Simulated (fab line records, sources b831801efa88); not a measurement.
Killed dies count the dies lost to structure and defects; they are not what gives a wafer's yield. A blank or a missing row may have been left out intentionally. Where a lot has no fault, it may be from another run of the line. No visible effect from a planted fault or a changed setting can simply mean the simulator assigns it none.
A single fault, viewed from 2 desks + flow gf180mcu + each desk has only its own numbers; what lay behind them comes last

## THE METROLOGY DESK
What the gauges read for every lot (on any tool): the sampled wafers with a number, averaged. Marked OUT: a lot whose mean sits more than 4 standard deviations from the usual mean, which makes it out of limits; the brackets give that distance.
Columns: A = cd nm at GF_M3_CD_MEAS_14, usual 279.9 nm; B = M3_OVL at GF_M3_OVL_MEAS_15, usual -1 nm; C = V3_CVD_02_THK at GF_V3_THK_MEAS_03, usual 850 nm
| lot  | first seen here | A     | B   | C             |
|------|-----------------|-------|-----|---------------|
| L556 | day 21 16:40    | 278.7 | -4  | 852           |
| L557 | day 21 22:19    | 279.6 | -2  | 862           |
| L558 | day 22 08:26    | 279.2 | 5   | 857           |
| L559 | day 22 21:56    | 280.3 | -8  | 847           |
| L561 | day 23 14:12    | 280.3 | -12 | 852           |
| L562 | day 23 18:28    | 279.2 | 0   | 852           |
| L565 | day 24 19:55    | 280.1 | 3   | 847           |
| L567 | day 25 10:18    | 278.8 | 2   | 838           |
| L569 | day 26 05:59    | 279.8 | -3  | 847           |
| L573 | day 27 16:09    | 279.0 | -8  | 642 (-19) OUT |
| L575 | day 27 23:13    | 280.7 | 8   | 430 (-38) OUT |
| L576 | day 28 01:15    | 278.5 | 8   | 533 (-29) OUT |
This desk's result: L573, L575, L576 out of limits, first on L573 (V3_CVD_02_THK at GF_V3_THK_MEAS_03), day 27 17:09. Within limits: L556, L557, L558, L559, L561, L562, L565, L567, L569.

## FOR THE TOOL OWNER'S DESK: pecvd-01
The tool's own readings at GF_V3_CVD_02 (deposits SiO2 from TEOS, target thk 850 nm, time 94.851 s): means of the sampled wafers that have a number, for each lot that ran on this tool. Marked OUT: a lot whose mean sits more than 4 standard deviations from the usual mean, which makes it out of limits; the brackets give that distance.
Columns: A = heater power w at GF_V3_CVD_02, usual 638 W; B = run length s at GF_V3_CVD_02, usual 122.9 s
| lot  | first seen here | A   | B              |
|------|-----------------|-----|----------------|
| L556 | day 21 17:35    | 702 | 123.1          |
| L557 | day 21 23:17    | 660 | 123.1          |
| L561 | day 23 15:07    | 660 | 123.0          |
| L562 | day 23 19:23    | 650 | 123.3          |
| L567 | day 25 11:16    | 678 | 123.6          |
| L573 | day 27 17:05    | 740 | 99.7 (-45) OUT |
| L575 | day 28 00:09    | 653 | 77.7 (-89) OUT |
| L576 | day 28 02:16    | 651 | 88.5 (-67) OUT |
This desk's finding: out of limits on L573, L575, L576; first on L573, day 27 17:05 (run length s at GF_V3_CVD_02). Within limits: L556, L557, L561, L562, L567.

## ALL TOGETHER
The tool owner's desk had the chance to raise an alarm at day 27 17:05 on L573, L575, L576.
An alarm was possible from the metrology desk at day 27 17:09, on L573, L575, L576.
Of the lots named, all ran GF_V3_CVD_02 on pecvd-01.

## WHAT WAS PUT IN BY THE SIMULATOR
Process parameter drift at GF_V3_CVD_02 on pecvd-01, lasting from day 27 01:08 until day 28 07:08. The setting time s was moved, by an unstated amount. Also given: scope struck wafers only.
Lots struck among those shown: L573, L575, L576.
Delay (hours) between the fault's onset and each desk's first out-of-limits reading: 16 at the tool owner's desk, 16 at the metrology desk.
